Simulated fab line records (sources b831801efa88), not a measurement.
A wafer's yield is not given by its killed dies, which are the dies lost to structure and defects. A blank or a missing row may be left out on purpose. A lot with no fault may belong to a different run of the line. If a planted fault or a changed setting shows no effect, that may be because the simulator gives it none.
fab line records	flow sky130
record lots=13	wafers=39	last-day=50
route steps=708 shown VIA4@642 PASSIVATION@682 PAD_OPEN@703
lots that met no fault: taken from a fault-free run of the same line
start-h: hours from the record's first day to the start of the lot's first wafer shown	wait-h: how many hours have passed since the lot's step before this one	" the same as in the row above	L1.1+2: a row that stands for several wafers	- no value, or no start given	* or withheld: withheld	< > ~ a bound
route shown NAME@n: NAME is a module with steps in the file, n the number in the route of the first one	usual: mean and standard deviation over wafers with no fault	same: alike in all rows	chamber/n: place in a boat	sites: each site's reading	_std_site: the standard deviation of these	_edge_site: the outer-site mean with the inner-site mean subtracted	radius-mm: how far each site lies from the wafer's centre	mask NAME#n: copy n	behind: the last tool/chamber to shape the wafer	hold: why the lot went on hold/how many hours it stayed there/how the hold came to an end	device: which transistor (n, p or np) failed to switch	end of line: the tests these same wafers got at the end of their route	where a step has no rows: the recipe by itself	killed: dies lost to structure and defects at the first sort, not the wafer's yield	map: a wafer's dies, x killed, . not, _ none there
set.NAME: the run value of the setting; set.NAME@STEP: its run value at that earlier step	model.NAME: the simulator's own value behind a step, which no gauge read
one table for each step of the route and one row for each wafer, over a sample of lots
services: when a tool's chamber went out of use (start-h, in hours from the record's first day, below 0 if earlier), for how many hours, and the reason
## steps
# step SKY_VIA4_BOW_MEAS_03
# recipe mode=bow
# usual VIA4_BOW=79/8.6
lot.wafer	tool	chamber	start-h	wait-h	VIA4_BOW[um]
L719.2	film-metro-01	-	969.44	0.1	90
L719.4	"	-	"	"	94
L719.5	"	-	"	"	81
L718.2	film-metro-04	-	973.60	0.3	79
L718.3	"	-	"	"	85
L718.5	"	-	"	"	82
L720.1	film-metro-01	-	987.87	0.1	79
L720.4	"	-	"	"	86
L720.5	"	-	"	"	82
L724.2	film-metro-04	-	1019.40	0.2	80
L724.5	"	-	"	"	81
L724.6	"	-	"	"	77
L727.1	film-metro-01	-	1040.95	0.2	76
L727.4	"	-	"	"	65
L727.5	"	-	"	"	76
L732.1	film-metro-01	-	1070.20	0.1	74
L732.5	"	-	"	"	74
L732.6	"	-	"	"	78
L733.2	film-metro-04	-	1071.90	0.1	70
L733.4	"	-	"	"	74
L733.5	"	-	"	"	78
L734.1	film-metro-04	-	1079.43	0.1	76
L734.2	"	-	"	"	88
L734.6	"	-	"	"	68
L735.1	film-metro-01	-	1085.38	0.2	67
L735.3	"	-	"	"	56
L735.5	"	-	"	"	72
L739.2	film-metro-03	-	1118.57	0.1	86
L739.5	"	-	"	"	78
L739.6	"	-	"	"	69
L740.1	film-metro-04	-	1119.58	0.1	70
L740.3	"	-	"	"	71
L740.5	"	-	"	"	75
L738.1	film-metro-01	-	1121.38	0.1	87
L738.4	"	-	"	"	79
L738.5	"	-	"	"	85
L741.2	film-metro-03	-	1125.01	0.1	82
L741.3	"	-	"	"	86
L741.5	"	-	"	"	88
# step SKY_VIA4_ETCH_12
# recipe target=SiO2	chemistry=C4F8/O2/Ar	stop-on=TiN	mask-material=NOVOLAK	source-w=1500	bias-w=1200	pressure-mtorr=40	c4f8-flow-sccm=withheld	O2_flow_sccm=6	Ar_flow_sccm=300	time-s=withheld	target-depth-a=5800
# usual bias-w=1200/3.9	oes-product-au=0.926/0.0047
lot.wafer	tool	chamber	start-h	wait-h	bias-w	oes-product-au
L719.2	rie-diel-03	3	992.35	0.0	1197	0.927
L719.4	"	2	"	"	1207	0.926
L719.5	"	2	"	"	1205	0.932
L718.2	rie-diel-03	0	997.14	0.0	1208	0.923
L718.3	"	1	"	"	1203	0.930
L718.5	"	2	"	"	1205	0.927
L720.1	rie-diel-04	0	1011.20	0.0	1200	0.923
L720.4	"	2	"	"	1206	0.922
L720.5	"	3	"	"	1200	0.925
L724.2	rie-diel-03	3	1040.45	0.0	1202	0.921
L724.5	"	1	"	"	1203	0.922
L724.6	"	0	"	"	1193	0.928
L727.1	rie-diel-04	2	1062.50	0.0	1206	0.933
L727.4	"	1	"	"	1195	0.932
L727.5	"	3	"	"	1198	0.928
L732.1	rie-diel-04	0	1090.15	0.0	1200	0.922
L732.5	"	1	"	"	1201	0.926
L732.6	"	0	"	"	1199	0.929
L733.2	rie-diel-04	2	1092.24	0.0	1201	0.925
L733.4	"	3	"	"	1201	0.928
L733.5	"	2	"	"	1200	0.918
L734.1	rie-diel-01	2	1099.20	0.0	1205	0.929
L734.2	"	3	"	"	1205	0.924
L734.6	"	3	"	"	1200	0.924
L735.1	rie-diel-04	1	1105.50	0.0	1200	0.928
L735.3	"	2	"	"	1196	0.928
L735.5	"	3	"	"	1198	0.936
L739.2	rie-diel-03	1	1137.10	0.0	1201	0.922
L739.5	"	1	"	"	1201	0.918
L739.6	"	0	"	"	1200	0.920
L740.1	rie-diel-04	0	1138.65	0.0	1194	0.927
L740.3	"	1	"	"	1200	0.923
L740.5	"	0	"	"	1194	0.931
L738.1	rie-diel-04	1	1139.75	0.0	1200	0.927
L738.4	"	1	"	"	1197	0.924
L738.5	"	0	"	"	1203	0.929
L741.2	rie-diel-01	3	1143.55	0.0	1202	0.931
L741.3	"	0	"	"	1205	0.927
L741.5	"	1	"	"	1195	0.926
# step SKY_PASSIVATION_THK_MEAS_01
# recipe reads=SiO2_of_PASSIVATION_CVD_00
# usual PASSIVATION_CVD_00_THK=89.9/1.2
lot.wafer	tool	chamber	start-h	wait-h	PASSIVATION_CVD_00_THK[nm]
L719.2	film-metro-01	-	1017.47	-	90.1
L719.4	"	-	"	"	90.2
L719.5	"	-	"	"	92.5
L718.2	film-metro-01	-	1022.35	-	88.9
L718.3	"	-	"	"	89.2
L718.5	"	-	"	"	90.3
L720.1	film-metro-01	-	1035.92	-	89.7
L720.4	"	-	"	"	90.3
L720.5	"	-	"	"	89.9
L724.2	film-metro-02	-	1064.83	-	89.7
L724.5	"	-	"	"	91.3
L724.6	"	-	"	"	90.6
L727.1	film-metro-03	-	1085.76	-	89.2
L727.4	"	-	"	"	90.7
L727.5	"	-	"	"	90.0
L732.1	film-metro-02	-	1112.06	-	88.1
L732.5	"	-	"	"	90.6
L732.6	"	-	"	"	91.0
L733.2	film-metro-01	-	1115.20	-	89.5
L733.4	"	-	"	"	90.3
L733.5	"	-	"	"	90.9
L734.1	film-metro-03	-	1121.65	-	90.2
L734.2	"	-	"	"	89.7
L734.6	"	-	"	"	89.3
L735.1	film-metro-03	-	1127.64	-	89.6
L735.3	"	-	"	"	90.1
L735.5	"	-	"	"	92.2
L739.2	film-metro-02	-	1157.41	-	88.0
L739.5	"	-	"	"	91.0
L739.6	"	-	"	"	89.0
L740.1	film-metro-03	-	1158.51	-	87.0
L740.3	"	-	"	"	89.4
L740.5	"	-	"	"	90.1
L738.1	film-metro-03	-	1159.85	-	87.2
L738.4	"	-	"	"	90.0
L738.5	"	-	"	"	89.3
L741.2	film-metro-02	-	1163.50	-	86.4
L741.3	"	-	"	"	86.9
L741.5	"	-	"	"	89.4
# step SKY_PAD_OPEN_STRIP_09
# recipe chemistry=post-etch-residue-remover	time-s=1200	temp-c=72.5
# usual run-length-s=1228/3.3
lot.wafer	tool	chamber	start-h	wait-h	run-length-s
L719.2	wet-bench-03	1	1061.59	0.1	1235
L719.4	"	1	"	"	1235
L719.5	"	1	"	"	1235
L718.2	wet-bench-02	2	1066.87	0.1	1232
L718.3	"	2	"	"	1232
L718.5	"	2	"	"	1232
L720.1	wet-bench-02	3	1079.10	0.1	1226
L720.4	"	3	"	"	1226
L720.5	"	3	"	"	1226
L724.2	wet-bench-04	0	1105.92	0.1	1226
L724.5	"	0	"	"	1226
L724.6	"	0	"	"	1226
L727.1	wet-bench-03	1	1124.82	0.1	1375
L727.4	"	1	"	"	1375
L727.5	"	1	"	"	1375
L732.1	wet-bench-04	3	1150.33	0.1	1227
L732.5	"	3	"	"	1227
L732.6	"	3	"	"	1227
L733.2	wet-bench-02	2	1153.22	0.1	1232
L733.4	"	2	"	"	1232
L733.5	"	2	"	"	1232
L734.1	wet-bench-02	2	1158.20	0.1	1224
L734.2	"	2	"	"	1224
L734.6	"	2	"	"	1224
L735.1	wet-bench-02	0	1164.03	0.1	1227
L735.3	"	0	"	"	1227
L735.5	"	0	"	"	1227
L739.2	wet-bench-04	2	1190.32	0.1	1225
L739.5	"	2	"	"	1225
L739.6	"	2	"	"	1225
L740.1	wet-bench-02	0	1191.27	0.1	1227
L740.3	"	0	"	"	1227
L740.5	"	0	"	"	1227
L738.1	wet-bench-02	0	1193.02	0.1	1227
L738.4	"	0	"	"	1227
L738.5	"	0	"	"	1227
L741.2	wet-bench-02	3	1195.57	0.1	1226
L741.3	"	3	"	"	1226
L741.5	"	3	"	"	1226
# step SKY_PAD_OPEN_PROBE_99
# usual defect-limited-yield=82.5/1.9	killed_at_M0_to_M3=43/6.6	killed_at_M4_up=3.0/1.8	killed-at-contacts=24/5.1	killed-at-front-end=16/4.5	killed-at-other=0.3/0.67	killed-dies=86/9.3	killed-open=47/6.9	killed-short=39/6.6	sort_bin_3_pad_short=0.9/0.41	sort_bin_5_function=10.4/1.4	sort_bin_6_memory=6.2/1.1	sort-n-pass=406/9.3	sort-yield-pct=82.5/1.9
# same gross-dies=492	killed-at-back-side=0	sort_bin_4_leakage[%]=0	sort_bin_8_speed[%]=0
lot.wafer	tool	chamber	start-h	wait-h	defect-limited-yield[%]	killed_at_M0_to_M3	killed_at_M4_up	killed-at-contacts	killed-at-front-end	killed-at-other	killed-dies	killed-open	killed-short	sort_bin_3_pad_short[%]	sort_bin_5_function[%]	sort_bin_6_memory[%]	sort-n-pass	sort-yield-pct[%]
L719.2	prober-02	-	1065.03	0.1	82.3	38	2	32	15	0	87	46	40	0.8	10.8	6.1	405	82.3
L719.4	prober-02	-	1065.13	0.2	79.5	56	6	22	17	0	101	45	55	1.2	11.0	8.3	391	79.5
L719.5	prober-02	-	1065.18	0.2	80.5	51	4	23	18	0	96	42	53	0.8	10.8	7.9	396	80.5
L720.1	prober-02	-	1081.23	0.1	83.3	44	5	25	8	0	82	54	26	0.4	10.0	6.3	410	83.3
L720.4	prober-02	-	1081.38	0.2	84.1	40	2	17	19	0	78	38	38	1.6	9.6	4.7	414	84.1
L720.5	prober-02	-	1081.43	0.2	82.7	46	3	20	15	1	85	47	38	0.4	11.0	5.9	407	82.7
L724.2	prober-02	-	1108.08	0.1	83.7	41	2	20	15	2	80	39	41	1.0	7.7	7.5	412	83.7
L724.5	prober-02	-	1108.23	0.2	82.1	50	4	17	17	0	88	46	41	1.2	10.8	5.9	404	82.1
L724.6	prober-02	-	1108.28	0.2	81.5	47	3	27	14	0	91	54	37	0.6	11.8	6.1	401	81.5
L732.1	prober-02	-	1152.44	0.1	83.5	38	4	25	14	0	81	49	32	0.8	9.8	5.9	411	83.5
L732.5	prober-02	-	1152.64	0.2	82.9	45	1	21	17	0	84	49	34	1.2	8.9	6.9	408	82.9
L732.6	prober-02	-	1152.69	0.2	81.3	51	2	23	16	0	92	51	41	0.4	12.8	5.5	400	81.3
L741.5	prober-02	-	1198.10	0.2	82.1	40	2	33	13	0	88	45	43	0.6	10.6	6.7	404	82.1
# killed by level:class
L719.2 LI_CONTACT:geometric-particle:open=9 VIA1:geometric-particle:open=9 LOCAL_INTERCONNECT:geometric-particle:short=8 CONTACT:geometric-particle:short=7 CONTACT:geometric-particle:open=6 VIA3:geometric-particle:open=6 FIELD_ISO:geometric-particle:open=5 METAL1:geometric-particle:short=5
L719.4 VIA1:geometric-particle:open=12 METAL1:geometric-particle:short=9 CONTACT:geometric-particle:open=7 POLY_GATE:geometric-particle:short=6 VIA2:geometric-particle:short=6 LI_CONTACT:geometric-particle:open=6 VIA2:geometric-particle:open=6 VIA3:geometric-particle:short=6
L719.5 VIA1:geometric-particle:open=13 METAL2:geometric-particle:short=8 CONTACT:geometric-particle:open=7 POLY_GATE:geometric-particle:short=6 VIA2:geometric-particle:open=6 VIA3:geometric-particle:short=6 CONTACT:geometric-particle:short=5 VIA1:geometric-particle:short=5
L720.1 CONTACT:geometric-particle:open=10 VIA2:geometric-particle:open=9 VIA3:geometric-particle:open=9 VIA1:geometric-particle:open=8 LI_CONTACT:geometric-particle:open=6 LOCAL_INTERCONNECT:geometric-particle:short=6 FIELD_ISO:geometric-particle:open=3 VIA1:geometric-particle:short=3
L720.4 VIA1:geometric-particle:open=8 FIELD_ISO:geometric-particle:short=7 VIA3:geometric-particle:open=6 FIELD_ISO:geometric-particle:open=5 LI_CONTACT:geometric-particle:open=5 VIA2:geometric-particle:open=5 VIA3:geometric-particle:short=5 CONTACT:geometric-particle:open=4
L720.5 VIA1:geometric-particle:open=16 METAL1:geometric-particle:short=8 LI_CONTACT:geometric-particle:open=7 VIA2:geometric-particle:open=6 FIELD_ISO:geometric-particle:open=5 CONTACT:geometric-particle:open=5 METAL2:geometric-particle:short=5 FIELD_ISO:geometric-particle:short=3
L724.2 CONTACT:geometric-particle:open=9 VIA2:geometric-particle:open=9 METAL1:geometric-particle:short=6 VIA1:geometric-particle:open=6 POLY_GATE:geometric-particle:short=5 LI_CONTACT:geometric-particle:open=4 METAL2:geometric-particle:short=4 VIA1:geometric-particle:short=4
L724.5 VIA1:geometric-particle:open=13 VIA3:geometric-particle:open=8 POLY_GATE:geometric-particle:short=6 CONTACT:geometric-particle:open=6 VIA1:geometric-particle:short=6 VIA2:geometric-particle:open=6 METAL1:geometric-particle:short=5 CONTACT:geometric-particle:short=5
L724.6 VIA1:geometric-particle:open=10 CONTACT:geometric-particle:open=8 VIA3:geometric-particle:open=8 LI_CONTACT:geometric-particle:open=6 CONTACT:geometric-particle:short=5 VIA2:geometric-particle:open=5 METAL3:geometric-particle:short=5 FIELD_ISO:geometric-particle:open=4
L732.1 CONTACT:geometric-particle:open=10 VIA1:geometric-particle:open=9 VIA2:geometric-particle:open=9 VIA3:geometric-particle:open=8 LI_CONTACT:geometric-particle:open=7 FIELD_ISO:geometric-particle:short=5 POLY_GATE:geometric-particle:short=4 CONTACT:geometric-particle:short=4
L732.5 VIA1:geometric-particle:open=13 CONTACT:geometric-particle:open=7 VIA2:geometric-particle:open=7 LI_CONTACT:geometric-particle:open=5 POLY_GATE:geometric-particle:short=5 CONTACT:geometric-particle:short=5 METAL1:geometric-particle:short=5 VIA3:geometric-particle:open=5
L732.6 CONTACT:geometric-particle:open=13 VIA2:geometric-particle:open=10 VIA3:geometric-particle:open=7 VIA1:geometric-particle:short=7 POLY_GATE:geometric-particle:short=6 METAL1:geometric-particle:short=6 LI_CONTACT:geometric-particle:open=5 VIA1:geometric-particle:open=5
L741.5 CONTACT:geometric-particle:open=11 CONTACT:geometric-particle:short=8 VIA1:geometric-particle:open=6 LI_CONTACT:geometric-particle:open=6 LOCAL_INTERCONNECT:geometric-particle:short=5 METAL1:geometric-particle:open=5 VIA1:geometric-particle:short=5 VIA2:geometric-particle:short=5
## services
tool	chamber	start-h	hours	kind
rie-diel-03	3	971.64	1.4	repair
rie-diel-04	1	1008.44	6.8	repair
wet-bench-02	-	1016.85	0.6	repair
rie-diel-03	0	1027.18	2.5	repair
rie-diel-04	3	1050.41	6.7	repair
rie-diel-03	0	1067.35	-	clean
rie-diel-03	0	1067.35	31.2	scheduled-down
rie-diel-03	0	1067.35	31.2	vent-cycle
wet-bench-02	-	1076.34	0.5	repair
rie-diel-03	3	1084.54	16.0	repair
rie-diel-04	1	1093.69	4.2	repair
rie-diel-04	0	1103.96	-	clean
rie-diel-04	0	1103.96	16.3	scheduled-down
rie-diel-04	0	1103.96	16.3	vent-cycle
rie-diel-04	-	1122.54	1.3	repair
rie-diel-04	3	1128.19	-	clean
rie-diel-04	3	1128.19	18.0	scheduled-down
rie-diel-04	3	1128.19	18.0	vent-cycle
rie-diel-01	2	1154.49	1.6	repair
## key
first-sign step=SKY_PAD_OPEN_STRIP_09	reading=run-length-s	direction=up	sigmas=45	usual=*	struck=*
effect none on later readings
met-at SKY_PAD_OPEN_STRIP_09
struck-lots L727
struck-wafers L727.1,L727.4,L727.5
not-acting-at SKY_VIA4_BOW_MEAS_03,SKY_VIA4_ETCH_12,SKY_PASSIVATION_THK_MEAS_01
onset-between 1061.59 1124.82
fault kind=process-parameter-drift	tool=wet-bench-03	chamber=1	onset-h=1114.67	steps=SKY_PAD_OPEN_STRIP_09	channel=time-s	offset=*	shape=step	end-h=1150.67	acts-in=*	stated=*
